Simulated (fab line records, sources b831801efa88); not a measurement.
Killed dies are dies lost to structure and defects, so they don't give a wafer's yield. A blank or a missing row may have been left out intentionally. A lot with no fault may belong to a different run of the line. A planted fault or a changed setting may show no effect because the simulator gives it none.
What tool caused it? || flow gf180mcu || Sampling: 14 lots, 42 wafers, 5 of 602 route steps

WHAT THE GAUGES READ, wafer by wafer
GF_CONTACT_OVL_MEAS_15. Usual: CONTACT_OVL typically reads -1 nm, with standard deviation 5.8.
{"lot": "L418", "measured": "day 15 23:23", "on": "overlay-02", "CONTACT_OVL (nm)": "0 -6 -2", "flag": ""}
{"lot": "L419", "measured": "day 16 07:10", "on": "overlay-01", "CONTACT_OVL (nm)": "4 -1 1", "flag": ""}
{"lot": "L420", "measured": "day 16 19:35", "on": "overlay-02", "CONTACT_OVL (nm)": "5 5 -1", "flag": ""}
{"lot": "L421", "measured": "day 17 04:56", "on": "overlay-01", "CONTACT_OVL (nm)": "1 -4 -2", "flag": ""}
{"lot": "L422", "measured": "day 17 11:29", "on": "overlay-01", "CONTACT_OVL (nm)": "9 -1 -2", "flag": ""}
{"lot": "L424", "measured": "day 18 07:50", "on": "overlay-02", "CONTACT_OVL (nm)": "13 1 5", "flag": ""}
{"lot": "L425", "measured": "day 18 19:28", "on": "overlay-02", "CONTACT_OVL (nm)": "-12 -16 -14", "flag": ""}
{"lot": "L427", "measured": "day 19 13:28", "on": "overlay-01", "CONTACT_OVL (nm)": "-4 -12 -2", "flag": ""}
{"lot": "L428", "measured": "day 19 21:46", "on": "overlay-01", "CONTACT_OVL (nm)": "-4 -3 2", "flag": ""}
{"lot": "L430", "measured": "day 20 11:55", "on": "overlay-02", "CONTACT_OVL (nm)": "-7 -5 -4", "flag": ""}
{"lot": "L431", "measured": "day 21 00:14", "on": "overlay-01", "CONTACT_OVL (nm)": "-11 -5 -5", "flag": ""}
{"lot": "L433", "measured": "day 21 18:49", "on": "overlay-01", "CONTACT_OVL (nm)": "-4 -7 1", "flag": ""}
{"lot": "L436", "measured": "day 22 15:43", "on": "overlay-02", "CONTACT_OVL (nm)": "0 -1 3", "flag": ""}
{"lot": "L438", "measured": "day 23 07:25", "on": "overlay-01", "CONTACT_OVL (nm)": "1 -6 5", "flag": ""}

GF_M1_CD_MEAS_14: target cd 230 nm. Usual: cd_nm reads 230.4 nm (standard deviation 1).
{"lot": "L418", "measured": "day 16 23:40", "on": "cd_sem-02", "cd_nm (nm)": "231.4 229.8 230.6", "flag": ""}
{"lot": "L419", "measured": "day 17 07:30", "on": "cd_sem-02", "cd_nm (nm)": "229.7 231.9 230.9", "flag": ""}
{"lot": "L420", "measured": "day 17 20:04", "on": "cd_sem-01", "cd_nm (nm)": "228.3 228.4 228.7", "flag": ""}
{"lot": "L421", "measured": "day 18 05:26", "on": "cd_sem-01", "cd_nm (nm)": "232.1 232.0 231.5", "flag": ""}
{"lot": "L422", "measured": "day 18 12:31", "on": "cd_sem-01", "cd_nm (nm)": "230.1 230.8 230.1", "flag": ""}
{"lot": "L424", "measured": "day 19 09:48", "on": "cd_sem-02", "cd_nm (nm)": "232.9 232.2 231.6", "flag": ""}
{"lot": "L425", "measured": "day 19 21:30", "on": "cd_sem-02", "cd_nm (nm)": "230.9 231.4 231.4", "flag": ""}
{"lot": "L427", "measured": "day 20 14:34", "on": "cd_sem-01", "cd_nm (nm)": "229.8 230.6 229.7", "flag": ""}
{"lot": "L428", "measured": "day 20 23:01", "on": "cd_sem-01", "cd_nm (nm)": "230.8 230.3 229.9", "flag": ""}
{"lot": "L430", "measured": "day 21 12:51", "on": "cd_sem-02", "cd_nm (nm)": "231.1 230.1 231.9", "flag": ""}
{"lot": "L431", "measured": "day 22 00:26", "on": "cd_sem-02", "cd_nm (nm)": "230.7 229.9 231.2", "flag": ""}
{"lot": "L433", "measured": "day 22 19:12", "on": "cd_sem-02", "cd_nm (nm)": "229.2 228.7 227.7", "flag": ""}
{"lot": "L436", "measured": "day 23 16:04", "on": "cd_sem-01", "cd_nm (nm)": "229.3 176.2 231.1", "flag": "OFF"}
{"lot": "L438", "measured": "day 24 07:35", "on": "cd_sem-02", "cd_nm (nm)": "230.3 173.7 230.3", "flag": "OFF"}

EACH LOT AND THE TOOL THAT RAN IT (in order: tool; ch and the chambers of the sampled wafers; start)
{"lot": "L418", "GF_CONTACT_CVD_24": "cvd_w-01 ch 0,1, day 15 23:59", "GF_M1_SPUTTER_01": "pvd_sputter-03, day 16 00:42", "GF_M1_EXPOSE_11": "krf_scanner-02 ch 0, day 16 12:23"}
{"lot": "L419", "GF_CONTACT_CVD_24": "cvd_w-01 ch 0,1, day 16 07:46", "GF_M1_SPUTTER_01": "pvd_sputter-04, day 16 08:27", "GF_M1_EXPOSE_11": "krf_scanner-02 ch 0, day 16 20:04"}
{"lot": "L420", "GF_CONTACT_CVD_24": "cvd_w-01 ch 0,1, day 16 20:11", "GF_M1_SPUTTER_01": "pvd_sputter-03, day 16 20:52", "GF_M1_EXPOSE_11": "krf_scanner-01 ch 0, day 17 08:57"}
{"lot": "L421", "GF_CONTACT_CVD_24": "cvd_w-01 ch 0,1, day 17 05:31", "GF_M1_SPUTTER_01": "pvd_sputter-03, day 17 06:12", "GF_M1_EXPOSE_11": "krf_scanner-01 ch 0, day 17 17:52"}
{"lot": "L422", "GF_CONTACT_CVD_24": "cvd_w-02 ch 0,1, day 17 12:13", "GF_M1_SPUTTER_01": "pvd_sputter-03, day 17 12:53", "GF_M1_EXPOSE_11": "krf_scanner-01 ch 0, day 18 00:36"}
{"lot": "L424", "GF_CONTACT_CVD_24": "cvd_w-01 ch 0,1, day 18 08:25", "GF_M1_SPUTTER_01": "pvd_sputter-03, day 18 09:06", "GF_M1_EXPOSE_11": "krf_scanner-01 ch 0, day 18 21:26"}
{"lot": "L425", "GF_CONTACT_CVD_24": "cvd_w-01 ch 1, day 18 20:04", "GF_M1_SPUTTER_01": "pvd_sputter-03, day 18 20:45", "GF_M1_EXPOSE_11": "krf_scanner-02 ch 0, day 19 09:39"}
{"lot": "L427", "GF_CONTACT_CVD_24": "cvd_w-02 ch 0,1, day 19 14:04", "GF_M1_SPUTTER_01": "pvd_sputter-04, day 19 14:44", "GF_M1_EXPOSE_11": "krf_scanner-01 ch 0, day 20 03:02"}
{"lot": "L428", "GF_CONTACT_CVD_24": "cvd_w-02 ch 0,1, day 19 22:34", "GF_M1_SPUTTER_01": "pvd_sputter-04, day 19 23:14", "GF_M1_EXPOSE_11": "krf_scanner-02 ch 0, day 20 11:19"}
{"lot": "L430", "GF_CONTACT_CVD_24": "cvd_w-02 ch 0,1, day 20 12:30", "GF_M1_SPUTTER_01": "pvd_sputter-02, day 20 13:11", "GF_M1_EXPOSE_11": "krf_scanner-01 ch 0, day 21 01:14"}
{"lot": "L431", "GF_CONTACT_CVD_24": "cvd_w-01 ch 0,1, day 21 00:52", "GF_M1_SPUTTER_01": "pvd_sputter-02, day 21 01:31", "GF_M1_EXPOSE_11": "krf_scanner-01 ch 0, day 21 13:29"}
{"lot": "L433", "GF_CONTACT_CVD_24": "cvd_w-02 ch 0,1, day 21 19:24", "GF_M1_SPUTTER_01": "pvd_sputter-03, day 21 20:05", "GF_M1_EXPOSE_11": "krf_scanner-01 ch 0, day 22 08:17"}
{"lot": "L436", "GF_CONTACT_CVD_24": "cvd_w-01 ch 0,1, day 22 16:23", "GF_M1_SPUTTER_01": "pvd_sputter-02, day 22 17:04", "GF_M1_EXPOSE_11": "krf_scanner-01 ch 0, day 23 04:58"}
{"lot": "L438", "GF_CONTACT_CVD_24": "cvd_w-02 ch 0,1, day 23 08:01", "GF_M1_SPUTTER_01": "pvd_sputter-04, day 23 08:42", "GF_M1_EXPOSE_11": "krf_scanner-01 ch 0, day 23 20:01"}
- GF_CONTACT_CVD_24: deposits W, target thk 300 nm, time 90.339 s.
- GF_M1_SPUTTER_01: material TiN, target thk 30 nm, time 25 s.
- GF_M1_EXPOSE_11: exposes mask Metal1, target cd 230 nm.

AS READ BY THE TOOLS THEMSELVES (means over the sampled wafers that have a number; for cases with no such wafer, the mark the record gives instead)
GF_CONTACT_CVD_24. Usual: chamber_pressure_Torr 40.00 Torr, standard deviation 0.076; heater_power_w 807 W, standard deviation 94.
{"lot": "L418", "tool": "cvd_w-01", "chamber_pressure_Torr (Torr)": 40.02, "heater_power_w (W)": 853, "flag": ""}
{"lot": "L419", "tool": "cvd_w-01", "chamber_pressure_Torr (Torr)": 39.93, "heater_power_w (W)": 849, "flag": ""}
{"lot": "L420", "tool": "cvd_w-01", "chamber_pressure_Torr (Torr)": 39.98, "heater_power_w (W)": 856, "flag": ""}
{"lot": "L421", "tool": "cvd_w-01", "chamber_pressure_Torr (Torr)": 40.04, "heater_power_w (W)": 798, "flag": ""}
{"lot": "L422", "tool": "cvd_w-02", "chamber_pressure_Torr (Torr)": 39.93, "heater_power_w (W)": 852, "flag": ""}
{"lot": "L424", "tool": "cvd_w-01", "chamber_pressure_Torr (Torr)": 40.00, "heater_power_w (W)": 814, "flag": ""}
{"lot": "L425", "tool": "cvd_w-01", "chamber_pressure_Torr (Torr)": 40.09, "heater_power_w (W)": 881, "flag": ""}
{"lot": "L427", "tool": "cvd_w-02", "chamber_pressure_Torr (Torr)": 39.98, "heater_power_w (W)": 846, "flag": ""}
{"lot": "L428", "tool": "cvd_w-02", "chamber_pressure_Torr (Torr)": 39.98, "heater_power_w (W)": 786, "flag": ""}
{"lot": "L430", "tool": "cvd_w-02", "chamber_pressure_Torr (Torr)": 40.06, "heater_power_w (W)": 851, "flag": ""}
{"lot": "L431", "tool": "cvd_w-01", "chamber_pressure_Torr (Torr)": 40.00, "heater_power_w (W)": 741, "flag": ""}
{"lot": "L433", "tool": "cvd_w-02", "chamber_pressure_Torr (Torr)": 40.07, "heater_power_w (W)": 858, "flag": ""}
{"lot": "L436", "tool": "cvd_w-01", "chamber_pressure_Torr (Torr)": 40.04, "heater_power_w (W)": 819, "flag": ""}
{"lot": "L438", "tool": "cvd_w-02", "chamber_pressure_Torr (Torr)": 40.00, "heater_power_w (W)": 799, "flag": ""}

GF_M1_SPUTTER_01. Usual: chamber_pressure_pa 0.4000 Pa, standard deviation 0.00081; throttle_valve_pct 30.0 %, standard deviation 1.
{"lot": "L418", "tool": "pvd_sputter-03", "chamber_pressure_pa (Pa)": 0.4006, "throttle_valve_pct (%)": 29.6, "flag": ""}
{"lot": "L419", "tool": "pvd_sputter-04", "chamber_pressure_pa (Pa)": 0.3997, "throttle_valve_pct (%)": 30.0, "flag": ""}
{"lot": "L420", "tool": "pvd_sputter-03", "chamber_pressure_pa (Pa)": 0.4003, "throttle_valve_pct (%)": 30.3, "flag": ""}
{"lot": "L421", "tool": "pvd_sputter-03", "chamber_pressure_pa (Pa)": 0.4006, "throttle_valve_pct (%)": 30.3, "flag": ""}
{"lot": "L422", "tool": "pvd_sputter-03", "chamber_pressure_pa (Pa)": 0.4001, "throttle_valve_pct (%)": 30.5, "flag": ""}
{"lot": "L424", "tool": "pvd_sputter-03", "chamber_pressure_pa (Pa)": 0.4005, "throttle_valve_pct (%)": 30.6, "flag": ""}
{"lot": "L425", "tool": "pvd_sputter-03", "chamber_pressure_pa (Pa)": 0.4009, "throttle_valve_pct (%)": 30.7, "flag": ""}
{"lot": "L427", "tool": "pvd_sputter-04", "chamber_pressure_pa (Pa)": 0.3993, "throttle_valve_pct (%)": 29.7, "flag": ""}
{"lot": "L428", "tool": "pvd_sputter-04", "chamber_pressure_pa (Pa)": 0.4009, "throttle_valve_pct (%)": 30.8, "flag": ""}
{"lot": "L430", "tool": "pvd_sputter-02", "chamber_pressure_pa (Pa)": 0.4000, "throttle_valve_pct (%)": 29.4, "flag": ""}
{"lot": "L431", "tool": "pvd_sputter-02", "chamber_pressure_pa (Pa)": 0.4011, "throttle_valve_pct (%)": 29.2, "flag": ""}
{"lot": "L433", "tool": "pvd_sputter-03", "chamber_pressure_pa (Pa)": 0.3999, "throttle_valve_pct (%)": 30.1, "flag": ""}
{"lot": "L436", "tool": "pvd_sputter-02", "chamber_pressure_pa (Pa)": 0.4003, "throttle_valve_pct (%)": 29.0, "flag": ""}
{"lot": "L438", "tool": "pvd_sputter-04", "chamber_pressure_pa (Pa)": 0.3996, "throttle_valve_pct (%)": 29.6, "flag": ""}

GF_M1_EXPOSE_11. Usual: focus_offset_nm reads 0.0 nm (standard deviation 0.5).
{"lot": "L418", "tool": "krf_scanner-02", "focus_offset_nm (nm)": -0.3, "flag": ""}
{"lot": "L419", "tool": "krf_scanner-02", "focus_offset_nm (nm)": 0.2, "flag": ""}
{"lot": "L420", "tool": "krf_scanner-01", "focus_offset_nm (nm)": 0.3, "flag": ""}
{"lot": "L421", "tool": "krf_scanner-01", "focus_offset_nm (nm)": -0.6, "flag": ""}
{"lot": "L422", "tool": "krf_scanner-01", "focus_offset_nm (nm)": 0.3, "flag": ""}
{"lot": "L424", "tool": "krf_scanner-01", "focus_offset_nm (nm)": 0.4, "flag": ""}
{"lot": "L425", "tool": "krf_scanner-02", "focus_offset_nm (nm)": -0.3, "flag": ""}
{"lot": "L427", "tool": "krf_scanner-01", "focus_offset_nm (nm)": -0.1, "flag": ""}
{"lot": "L428", "tool": "krf_scanner-02", "focus_offset_nm (nm)": 0.0, "flag": ""}
{"lot": "L430", "tool": "krf_scanner-01", "focus_offset_nm (nm)": -0.3, "flag": ""}
{"lot": "L431", "tool": "krf_scanner-01", "focus_offset_nm (nm)": -0.2, "flag": ""}
{"lot": "L433", "tool": "krf_scanner-01", "focus_offset_nm (nm)": -0.1, "flag": ""}
{"lot": "L436", "tool": "krf_scanner-01", "focus_offset_nm (nm)": 0.4, "flag": ""}
{"lot": "L438", "tool": "krf_scanner-01", "focus_offset_nm (nm)": 0.5, "flag": ""}

THE ANSWER, worked out from the rows above alone
Rule: take the mean of a lot's wafers that have a number; if it is more than 3 standard deviations from the usual mean, the lot is off. Also off: a lot with no number at a reading for which 4 or more lots have one. All remaining lots with rows at the step are treated as sound. After the gauges, taken in route order, come the tools' own readings; for these a lot's mean is taken, as printed above. At the first step where some lot is off, the reading lying furthest off is the one used; lots without a number count as furthest.
Off at GF_M1_CD_MEAS_14 (cd_nm): L436, L438.
A tool fits if, at a process step before that reading, it ran every lot that is off, and no sound lot after the first of them. Those tools and the gauges at GF_M1_CD_MEAS_14 are tried in the same way. One fits: krf_scanner-01 at GF_M1_EXPOSE_11. A fault onset in the window from L433 (day 22 08:17, its last sound lot) to L436 (day 23 04:58, its first lot off) fits.

WHAT THE SIMULATOR HAD PUT IN
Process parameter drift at GF_M1_EXPOSE_11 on krf_scanner-01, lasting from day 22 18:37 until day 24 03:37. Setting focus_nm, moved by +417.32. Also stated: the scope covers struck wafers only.
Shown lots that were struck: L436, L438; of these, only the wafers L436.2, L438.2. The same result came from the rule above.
